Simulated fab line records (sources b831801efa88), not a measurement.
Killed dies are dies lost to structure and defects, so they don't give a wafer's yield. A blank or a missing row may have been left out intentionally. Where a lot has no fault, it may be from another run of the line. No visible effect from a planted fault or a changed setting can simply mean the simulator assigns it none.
fab line records    flow sky130
record lots=6  wafers=18  last-day=49
route steps=708 shown LDD_HVN@274 LDD_HVP@278 LDD_LDN@289 PAD_OPEN@708
lots with no fault: from the same line, run without faults
start-h: start of the lot's first displayed wafer, in hours after the record's first day    wait-h: time in hours since the lot's previous step    " the same as in the row above    L1.1+2: a single row standing in for several wafers    - no value, or no start was given    * or withheld: withheld    < > ~ a bound
route shown NAME@n: a module of which the file shows steps, and the number in the route of the first    usual: mean and standard deviation over wafers with no fault    same: alike in all rows    chamber/n: place in a boat    sites: readings site by site    _std_site: how widely they spread, as a standard deviation    _edge_site: the outer-site mean with the inner-site mean subtracted    radius-mm: for every site, how far away it sits from the centre of the wafer    mask NAME#n: copy n    behind: tool/chamber where the wafer was last shaped    hold: cause of the lot's hold/its duration in hours/its outcome    device: which transistor (n, p or np) failed to switch    end of line: the same wafers' tests at the end of the route    for a step that has no rows: nothing shown but its recipe    killed: the dies lost at the first sort to structure and to defects; this is not the yield of the wafer    map: per-die view of a wafer (x killed, . not killed, _ where there is no die)
set.NAME: the setting that was run; set.NAME@STEP: the one run at that earlier step    model.NAME: the simulator's own value behind a step, which no gauge read
lots at selected steps of the route; one table per step, one row per wafer
services: a tool's chamber out of use, with start hour (start-h, from the record's first day; less than 0 if before it), hours out, and reason
## steps
# step SKY_LDD_HVN_OVL_MEAS_07
# usual LDD_HVN_OVL=-0.4/1.4
lot.wafer  tool        chamber  start-h  wait-h  LDD_HVN_OVL[nm]
L509.1     overlay-01  -        455.13   0.1     -0.8
L509.2     "           -        "        "       -0.5
L509.6     "           -        "        "       -1.5
L515.1     overlay-01  -        523.80   0.1     -1.3
L515.4     "           -        "        "       -2.1
L515.5     "           -        "        "       -1.4
L516.3     overlay-02  -        529.87   0.1     -0.2
L516.5     "           -        "        "       -1.5
L516.6     "           -        "        "       -1.4
L525.2     overlay-02  -        609.76   0.1     -1.7
L525.3     "           -        "        "       -0.9
L525.5     "           -        "        "       -1.3
L526.4     overlay-01  -        618.33   0.1     0.3
L526.5     "           -        "        "       -0.2
L526.6     "           -        "        "       1.1
L528.3     overlay-01  -        630.44   0.1     0.0
L528.4     "           -        "        "       -1.0
L528.6     "           -        "        "       1.3
# step SKY_LDD_HVN_IMPLANT_08
# recipe species=P  energy-kev=60  dose-cm2=3e+13  tilt-deg=40
# step SKY_LDD_HVN_STRIP_09
# recipe chemistry=O2/N2  power-w=1400  pressure-mtorr=1500  platen-temp-c=withheld  o2-flow-sccm=3000  n2-flow-sccm=300  overash-fraction=0.5
# usual drypump-motor-current-A=5.6/0.6  oes-product-au=0.409/0.0045  strip-time-to-endpoint-s=4.140/0.015
lot.wafer  tool             chamber  start-h  wait-h  drypump-motor-current-A  oes-product-au  rf-hours-counter-h  strip-time-to-endpoint-s
L509.1     plasma-asher-01  1        455.31   0.1     5.0                      0.406           65                  4.118
L509.2     "                0        "        "       5.4                      0.420           65                  4.111
L509.6     "                1        "        "       5.0                      0.414           -                   4.124
L515.1     plasma-asher-02  1        523.99   0.1     6.7                      0.407           82                  4.147
L515.4     "                0        "        "       5.5                      0.404           -                   4.138
L515.5     "                0        "        "       5.5                      0.407           -                   4.145
L516.3     plasma-asher-03  1        530.07   0.1     5.5                      0.415           -                   4.130
L516.5     "                1        "        "       5.5                      0.410           -                   4.134
L516.6     "                0        "        "       5.1                      0.413           -                   4.140
L525.2     plasma-asher-02  1        609.94   0.1     6.7                      0.409           90                  4.147
L525.3     "                1        "        "       6.7                      0.409           -                   4.132
L525.5     "                1        "        "       6.7                      0.403           -                   4.143
L526.4     plasma-asher-02  0        618.53   0.1     5.5                      0.406           -                   4.137
L526.5     "                1        "        "       6.7                      0.411           -                   4.159
L526.6     "                0        "        "       5.5                      0.412           -                   4.137
L528.3     plasma-asher-02  0        630.64   0.1     5.5                      0.411           -                   4.127
L528.4     "                1        "        "       6.7                      0.409           -                   4.118
L528.6     "                1        "        "       6.7                      0.401           -                   4.136
# step SKY_LDD_HVN_TW_MEAS_10
# usual LDD_HVN_TW=1419/10
lot.wafer  tool           chamber  start-h  wait-h  LDD_HVN_TW
L509.1     film-metro-01  -        455.41   0.1     1414
L509.2     "              -        "        "       1420
L509.6     "              -        "        "       1430
L515.1     film-metro-02  -        524.09   0.1     1415
L515.4     "              -        "        "       1416
L515.5     "              -        "        "       1415
L516.3     film-metro-03  -        530.16   0.1     1419
L516.5     "              -        "        "       1408
L516.6     "              -        "        "       1418
L525.2     film-metro-03  -        610.05   0.1     1401
L525.3     "              -        "        "       1407
L525.5     "              -        "        "       1404
L526.4     film-metro-02  -        618.63   0.1     1417
L526.5     "              -        "        "       1412
L526.6     "              -        "        "       1417
L528.3     film-metro-01  -        630.73   0.1     1436
L528.4     "              -        "        "       1440
L528.6     "              -        "        "       1435
# step SKY_LDD_HVP_DEHYDRATE_00
# recipe temp-c=200  time-s=60
# step SKY_LDD_HVP_HMDS_01
# recipe prime-time-s=60  prime-temp-c=120
# step SKY_LDD_HVP_COAT_02
# recipe resist=NOVOLAK  spin-rpm=3000  resist-thk-nm=300
# step SKY_LDD_HVP_SOFTBAKE_03
# recipe temp-c=90  time-s=60  resist=NOVOLAK
# step SKY_LDD_HVP_EXPOSE_04
# recipe mask-id=HVPTM  na=0.6  source-shape=conventional  sigma-outer=0.6  polarization=unpolarized  target-cd-nm=700  dose-mj=86
# step SKY_LDD_HVP_PEB_05
# recipe temp-c=withheld  time-s=*  resist=NOVOLAK
# step SKY_LDD_HVP_DEVELOP_06
# recipe resist=NOVOLAK  developer=TMAH  develop-time-s=60  dev-temp-c=23
# step SKY_LDD_HVP_OVL_MEAS_07
# usual LDD_HVP_OVL=0.5/1.4
lot.wafer  tool        chamber  start-h  wait-h  LDD_HVP_OVL[nm]
L509.1     overlay-02  -        486.83   0.1     0.3
L509.2     "           -        "        "       -0.5
L509.6     "           -        "        "       3.3
L515.1     overlay-02  -        553.17   0.1     -2.4
L515.4     "           -        "        "       -0.6
L515.5     "           -        "        "       0.4
L516.3     overlay-01  -        559.47   0.1     0.7
L516.5     "           -        "        "       1.7
L516.6     "           -        "        "       0.7
L525.2     overlay-01  -        637.58   0.1     -0.3
L525.3     "           -        "        "       0.4
L525.5     "           -        "        "       0.7
L526.4     overlay-01  -        647.28   0.1     1.6
L526.5     "           -        "        "       1.8
L526.6     "           -        "        "       0.9
L528.3     overlay-02  -        657.73   0.1     1.1
L528.4     "           -        "        "       1.6
L528.6     "           -        "        "       1.4
# step SKY_LDD_HVP_IMPLANT_08
# recipe species=B  energy-kev=20  dose-cm2=1.7e+13  tilt-deg=17.9
# usual beam-energy-keV=20.001/0.0071  dose-ions-cm2=1.7e+13/1.9e+10  end-station-pressure-torr=5.06e-06/2.6e-07  faraday-current-uA=95.9/1.8  tilt-deg=17.897/0.022
lot.wafer  tool          chamber  start-h  wait-h  beam-energy-keV  dose-ions-cm2  end-station-pressure-torr  faraday-current-uA  tilt-deg
L509.1     implanter-04  0        486.86   0.0     19.996           1.6992e+13     4.88e-06                   95.3                17.892
L509.2     "             0        "        "       20.003           1.6984e+13     5.48e-06                   96.0                17.875
L509.6     "             0        "        "       19.993           1.7004e+13     5e-06                      96.8                17.903
L515.1     implanter-01  0        553.20   0.0     20.004           1.7006e+13     5.45e-06                   95.5                17.886
L515.4     "             0        "        "       20.008           1.6975e+13     4.99e-06                   99.2                17.870
L515.5     "             0        "        "       19.997           1.6981e+13     5.11e-06                   98.2                17.884
L516.3     implanter-03  0        559.54   0.1     20.003           1.7007e+13     5.12e-06                   98.9                17.888
L516.5     "             0        "        "       20.000           1.7033e+13     4.97e-06                   96.6                17.901
L516.6     "             0        "        "       19.986           1.6997e+13     5.02e-06                   94.6                17.846
L525.2     implanter-01  0        637.64   0.0     20.001           1.808e+13      5.03e-06                   104.2               17.897
L525.3     "             0        "        "       20.005           1.8056e+13     4.89e-06                   100.8               17.903
L525.5     "             0        "        "       20.006           1.8067e+13     5.4e-06                    99.7                17.911
L526.4     implanter-03  0        647.38   0.1     20.005           1.6988e+13     5.58e-06                   96.5                17.921
L526.5     "             0        "        "       19.999           1.6997e+13     5.04e-06                   96.2                17.900
L526.6     "             0        "        "       19.995           1.7032e+13     5.22e-06                   96.3                17.901
L528.3     implanter-01  0        657.80   0.1     20.002           1.8012e+13     5.18e-06                   102.5               17.907
L528.4     "             0        "        "       20.001           1.8057e+13     4.97e-06                   102.6               17.901
L528.6     "             0        "        "       20.004           1.8011e+13     4.84e-06                   105.1               17.881
# step SKY_LDD_HVP_STRIP_09
# recipe chemistry=O2/N2  power-w=1400  pressure-mtorr=1500  platen-temp-c=withheld  o2-flow-sccm=3000  n2-flow-sccm=300  overash-fraction=0.5
# usual drypump-motor-current-A=5.9/0.64  oes-product-au=0.409/0.0047  strip-time-to-endpoint-s=4.140/0.017
lot.wafer  tool             chamber  start-h  wait-h  drypump-motor-current-A  oes-product-au  rf-hours-counter-h  strip-time-to-endpoint-s
L509.1     plasma-asher-04  0        487.01   0.1     6.7                      0.404           35                  4.145
L509.2     "                1        "        "       6.1                      0.406           35                  4.144
L509.6     "                0        "        "       6.7                      0.405           -                   4.155
L515.1     plasma-asher-02  1        553.35   0.1     6.7                      0.403           85                  4.144
L515.4     "                1        "        "       6.7                      0.417           -                   4.146
L515.5     "                1        "        "       6.7                      0.400           -                   4.125
L516.3     plasma-asher-02  0        559.67   0.1     5.5                      0.399           -                   4.143
L516.5     "                1        "        "       6.7                      0.410           -                   4.143
L516.6     "                0        "        "       5.5                      0.409           -                   4.138
L525.2     plasma-asher-01  0        637.76   0.1     5.4                      0.410           84                  4.156
L525.3     "                1        "        "       5.0                      0.417           -                   4.160
L525.5     "                1        "        "       5.0                      0.416           -                   4.151
L526.4     plasma-asher-01  1        647.48   0.1     5.0                      0.414           -                   4.119
L526.5     "                0        "        "       5.4                      0.414           -                   4.148
L526.6     "                1        "        "       5.0                      0.414           -                   4.127
L528.3     plasma-asher-01  1        657.93   0.1     5.0                      0.406           -                   4.165
L528.4     "                0        "        "       5.4                      0.408           -                   4.160
L528.6     "                0        "        "       5.4                      0.409           -                   4.167
# step SKY_LDD_HVP_TW_MEAS_10
# usual LDD_HVP_TW=452.3/2.4
lot.wafer  tool           chamber  start-h  wait-h  LDD_HVP_TW
L509.1     film-metro-01  -        487.11   0.1     452.7
L509.2     "              -        "        "       455.2
L509.6     "              -        "        "       454.2
L515.1     film-metro-04  -        553.45   0.1     449.7
L515.4     "              -        "        "       449.9
L515.5     "              -        "        "       451.3
L516.3     film-metro-01  -        559.76   0.1     454.2
L516.5     "              -        "        "       452.9
L516.6     "              -        "        "       454.5
L525.2     film-metro-04  -        637.87   0.1     459.8
L525.3     "              -        "        "       462.0
L525.5     "              -        "        "       458.8
L526.4     film-metro-02  -        647.58   0.1     451.2
L526.5     "              -        "        "       453.6
L526.6     "              -        "        "       451.4
L528.3     film-metro-04  -        658.02   0.1     458.6
L528.4     "              -        "        "       458.2
L528.6     "              -        "        "       456.0
# step SKY_LDD_LDN_DEHYDRATE_00
# recipe temp-c=200  time-s=60
# step SKY_PAD_OPEN_PROBE_99
# usual killed_at_M0_to_M3=44/7.9  killed_at_M4_up=3.1/2  killed-at-contacts=23/4.9  killed-at-front-end=15/3.9  killed-at-other=0.2/0.49  killed-dies=86/10  killed-open=47/7.1  killed-short=39/7.1
# same gross-dies=492  killed-at-back-side=0
lot.wafer  tool       chamber  start-h  wait-h  killed_at_M0_to_M3  killed_at_M4_up  killed-at-contacts  killed-at-front-end  killed-at-other  killed-dies  killed-open  killed-short  model.etest.tip_p_5v.rs-ohm-sq
L509.1     prober-02  -        1071.58  0.1     56                  6                19                  16                   0                97           55           42            2884
L509.2     prober-02  -        1071.63  0.1     45                  4                22                  18                   0                89           51           38            2896
L509.6     prober-02  -        1071.83  0.2     37                  1                19                  23                   0                80           52           28            2878
L515.1     prober-02  -        1111.42  0.1     52                  4                30                  16                   0                102          65           37            2903
L515.4     prober-02  -        1111.57  0.2     53                  3                30                  9                    0                95           53           42            2904
L515.5     prober-02  -        1111.62  0.2     43                  1                18                  15                   0                77           48           29            2866
L516.3     prober-01  -        1117.37  0.2     35                  5                29                  19                   0                88           40           48            2873
L516.5     prober-01  -        1117.47  0.2     56                  1                24                  10                   0                91           54           37            2892
L516.6     prober-01  -        1117.52  0.2     46                  3                26                  10                   0                85           42           43            2879
L525.2     prober-02  -        1168.57  0.1     38                  0                28                  18                   0                84           54           30            2758
L525.3     prober-02  -        1168.62  0.2     39                  4                17                  15                   0                75           40           35            2748
L525.5     prober-02  -        1168.72  0.2     53                  6                25                  16                   0                100          54           46            2734
L526.4     prober-02  -        1173.98  0.2     47                  5                31                  22                   0                105          55           50            2882
L526.5     prober-02  -        1174.03  0.2     37                  2                18                  15                   0                72           36           36            2868
L526.6     prober-02  -        1174.08  0.2     32                  1                19                  16                   0                68           43           25            2894
L528.3     prober-01  -        1180.29  0.2     49                  5                21                  9                    1                85           53           32            2691
L528.4     prober-01  -        1180.34  0.2     48                  4                19                  11                   0                82           42           40            2708
L528.6     prober-01  -        1180.44  0.2     50                  8                20                  20                   0                98           50           48            2689
# killed by level:class
L509.1 VIA1:geometric-particle:open=15 VIA3:geometric-particle:open=9 VIA2:geometric-particle:open=6 METAL2:geometric-particle:short=6 CONTACT:geometric-particle:short=5 FIELD_ISO:geometric-particle:short=4 LOCAL_INTERCONNECT:geometric-particle:short=4 METAL1:geometric-particle:short=4
L509.2 VIA2:geometric-particle:open=10 VIA1:geometric-particle:open=10 CONTACT:geometric-particle:open=6 VIA3:geometric-particle:open=6 FIELD_ISO:geometric-particle:short=5 POLY_GATE:geometric-particle:short=4 LI_CONTACT:geometric-particle:open=4 LOCAL_INTERCONNECT:geometric-particle:short=4
L509.6 FIELD_ISO:geometric-particle:open=13 CONTACT:geometric-particle:open=8 VIA1:geometric-particle:open=8 VIA3:geometric-particle:open=7 METAL1:geometric-particle:short=6 VIA2:geometric-particle:open=6 FIELD_ISO:geometric-particle:short=4 LI_CONTACT:geometric-particle:open=4
L515.1 VIA1:geometric-particle:open=12 CONTACT:geometric-particle:open=11 VIA3:geometric-particle:open=10 VIA2:geometric-particle:open=8 LI_CONTACT:geometric-particle:open=6 VIA2:geometric-particle:short=6 FIELD_ISO:geometric-particle:open=5 LOCAL_INTERCONNECT:geometric-particle:short=5
L515.4 CONTACT:geometric-particle:open=14 VIA1:geometric-particle:open=11 VIA3:geometric-particle:open=9 METAL2:geometric-particle:short=7 VIA1:geometric-particle:short=6 LI_CONTACT:geometric-particle:open=5 LOCAL_INTERCONNECT:geometric-particle:short=5 CONTACT:geometric-particle:short=5
L515.5 VIA1:geometric-particle:open=13 CONTACT:geometric-particle:open=10 VIA3:geometric-particle:open=6 LI_CONTACT:geometric-particle:open=5 METAL2:geometric-particle:short=5 VIA2:geometric-particle:open=5 FIELD_ISO:geometric-particle:short=4 FIELD_ISO:geometric-particle:open=4
L516.3 CONTACT:geometric-particle:short=12 METAL2:geometric-particle:short=7 VIA1:geometric-particle:open=6 LI_CONTACT:geometric-particle:open=6 CONTACT:geometric-particle:open=6 VIA1:geometric-particle:short=6 FIELD_ISO:geometric-particle:short=5 LOCAL_INTERCONNECT:geometric-particle:short=5
L516.5 CONTACT:geometric-particle:open=13 METAL2:geometric-particle:short=10 VIA1:geometric-particle:open=9 VIA2:geometric-particle:open=8 LI_CONTACT:geometric-particle:open=7 VIA3:geometric-particle:open=6 FIELD_ISO:geometric-particle:short=5 METAL1:geometric-particle:short=5
L516.6 METAL2:geometric-particle:short=10 CONTACT:geometric-particle:open=9 LI_CONTACT:geometric-particle:open=8 METAL1:geometric-particle:short=7 VIA3:geometric-particle:open=7 VIA1:geometric-particle:short=5 VIA1:geometric-particle:open=5 FIELD_ISO:geometric-particle:short=4
L525.2 LI_CONTACT:geometric-particle:open=14 VIA1:geometric-particle:open=11 CONTACT:geometric-particle:open=9 METAL1:geometric-particle:short=7 FIELD_ISO:geometric-particle:short=5 POLY_GATE:geometric-particle:short=5 VIA1:geometric-particle:short=5 VIA2:geometric-particle:open=5
L525.3 VIA3:geometric-particle:open=11 VIA1:geometric-particle:open=6 CONTACT:geometric-particle:open=5 CONTACT:geometric-particle:short=5 FIELD_ISO:geometric-particle:short=4 VIA1:geometric-particle:short=4 FIELD_ISO:geometric-particle:open=3 POLY_GATE:geometric-particle:short=3
L525.5 VIA1:geometric-particle:open=13 LI_CONTACT:geometric-particle:open=9 VIA3:geometric-particle:open=8 CONTACT:geometric-particle:open=6 METAL4:geometric-particle:short=6 VIA2:geometric-particle:short=6 LI_CONTACT:geometric-particle:short=5 METAL1:geometric-particle:short=5
L526.4 CONTACT:geometric-particle:open=12 VIA1:geometric-particle:open=10 LI_CONTACT:geometric-particle:open=9 VIA3:geometric-particle:open=8 POLY_GATE:geometric-particle:short=7 METAL2:geometric-particle:short=6 VIA1:geometric-particle:short=5 METAL1:geometric-particle:short=5
L526.5 CONTACT:geometric-particle:open=8 VIA1:geometric-particle:short=7 FIELD_ISO:geometric-particle:short=5 VIA1:geometric-particle:open=5 LI_CONTACT:geometric-particle:open=4 METAL1:geometric-particle:short=4 VIA2:geometric-particle:open=4 POLY_GATE:geometric-particle:open=3
L526.6 VIA1:geometric-particle:open=9 LI_CONTACT:geometric-particle:open=8 VIA2:geometric-particle:open=7 CONTACT:geometric-particle:open=5 CONTACT:geometric-particle:short=4 VIA1:geometric-particle:short=4 FIELD_ISO:geometric-particle:short=3 POLY_GATE:geometric-particle:short=3
L528.3 VIA2:geometric-particle:open=10 VIA1:geometric-particle:open=9 LI_CONTACT:geometric-particle:open=8 VIA1:geometric-particle:short=8 VIA3:geometric-particle:open=8 CONTACT:geometric-particle:open=7 VIA3:geometric-particle:short=5 FIELD_ISO:geometric-particle:open=3
L528.4 VIA1:geometric-particle:open=12 VIA1:geometric-particle:short=9 VIA3:geometric-particle:open=6 CONTACT:geometric-particle:open=6 METAL2:geometric-particle:short=5 LI_CONTACT:geometric-particle:short=5 VIA2:geometric-particle:open=4 METAL4:geometric-particle:short=4
L528.6 VIA1:geometric-particle:open=16 FIELD_ISO:geometric-particle:short=9 CONTACT:geometric-particle:open=6 VIA1:geometric-particle:short=6 VIA3:geometric-particle:open=6 METAL3:geometric-particle:short=5 LOCAL_INTERCONNECT:geometric-particle:short=5 METAL2:geometric-particle:short=5
## services
tool             chamber  start-h  hours  kind
implanter-03     -        467.03   2.9    repair
implanter-03     -        467.85   12.9   repair
implanter-03     -        480.49   2.9    repair
implanter-03     -        508.97   2.8    repair
implanter-04     -        529.60   3.1    pm
implanter-01     -        546.55   6.4    repair
plasma-asher-01  -        617.43   1.3    repair
implanter-04     -        623.32   5.3    pm
implanter-01     -        638.06   7.6    repair
## key
first-sign step=SKY_LDD_HVP_IMPLANT_08  reading=dose-ions-cm2  direction=up  sigmas=56  usual=*  struck=*
effect step=SKY_LDD_HVP_IMPLANT_08  reading=faraday-current-uA  direction=up  sigmas=3.7  usual=95.9  struck=102.5
effect step=SKY_LDD_HVP_TW_MEAS_10  reading=LDD_HVP_TW  direction=up  sigmas=2.8  usual=452.3  struck=458.9
model-effect step=SKY_PAD_OPEN_PROBE_99  value=etest.tip_p_5v.rs-ohm-sq  without=2843  struck=2721
met-at SKY_LDD_HVP_IMPLANT_08
struck-wafers L525.2,L525.3,L525.5,L528.3,L528.4,L528.6
tester-left-out L525,L528
onset-between 553.20 637.64
fault kind=process-parameter-drift  tool=implanter-01  chamber=-  onset-h=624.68  steps=SKY_LDD_HVP_IMPLANT_08  channel=dose-cm2  offset=*  shape=step  end-h=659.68  acts-in=*  stated=*
# tester-left-out: of these lots the tester's yield and bins aren't shown, on N5 and GAA mostly nor the transistor test; their killed dies are dies lost to structure and defects alone, not to doping, threshold or leakage, so they don't give the yield
